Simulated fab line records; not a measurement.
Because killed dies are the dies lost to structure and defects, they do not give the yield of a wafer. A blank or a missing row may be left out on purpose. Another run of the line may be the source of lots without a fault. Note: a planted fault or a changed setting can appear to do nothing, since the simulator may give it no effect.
Matching of chambers | flow gf180mcu | 4 sister chambers for GF_V1_CMP_26 on cmp-01
The step polishes, stops on SiO2, t overpolish 15 s, target thk 0 nm. 4 wafers are shown with their chamber, then 7 later ones without.

EACH WAFER AND ITS CHAMBER
wafer  | chamber | motor current A (A)
L845.5 | 0       | 9.7
L845.6 | 3       | 10.2
L846.1 | 1       | 11.6
L846.4 | 2       | 12.4

WAFERS WHOSE CHAMBER IS MISSING
wafer  | motor current A (A)
L846.6 | 9.7
L848.1 | 11.3
L848.3 | 10.1
L848.4 | 9.9
L852.1 | 10.2
L852.2 | 11.1
L852.5 | 11.0

CHAMBER TAKEN BY EACH
wafer  | from the rows above     | in truth
L846.6 | can't be placed: 0 or 3 | 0
L848.1 | 1                       | 1
L848.3 | can't be placed: 3 or 0 | 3
L848.4 | can't be placed: 0 or 3 | 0
L852.1 | can't be placed: 3 or 0 | 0
L852.2 | can't be placed: 1 or 3 | 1
L852.5 | can't be placed: 1 or 3 | 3
Correct placement for 1 of the 7. Not placeable from these rows: 6 (in 6, the candidates include the true chamber). 0 placed wrongly.
How it was worked out, from the rows above alone: a wafer's distance from a chamber is the root of the sum, over the readings, of the square of ((its reading less the chamber's mean) divided by the reading's scatter). The wafer belongs to the nearest chamber; if the next one is less than 2 further off, it can't be placed. The mean given for a chamber averages the wafers shown for that chamber. The scatter: with one shown wafer a chamber, the root of the mean of the squares of how far each hidden wafer lies from its nearest shown one.
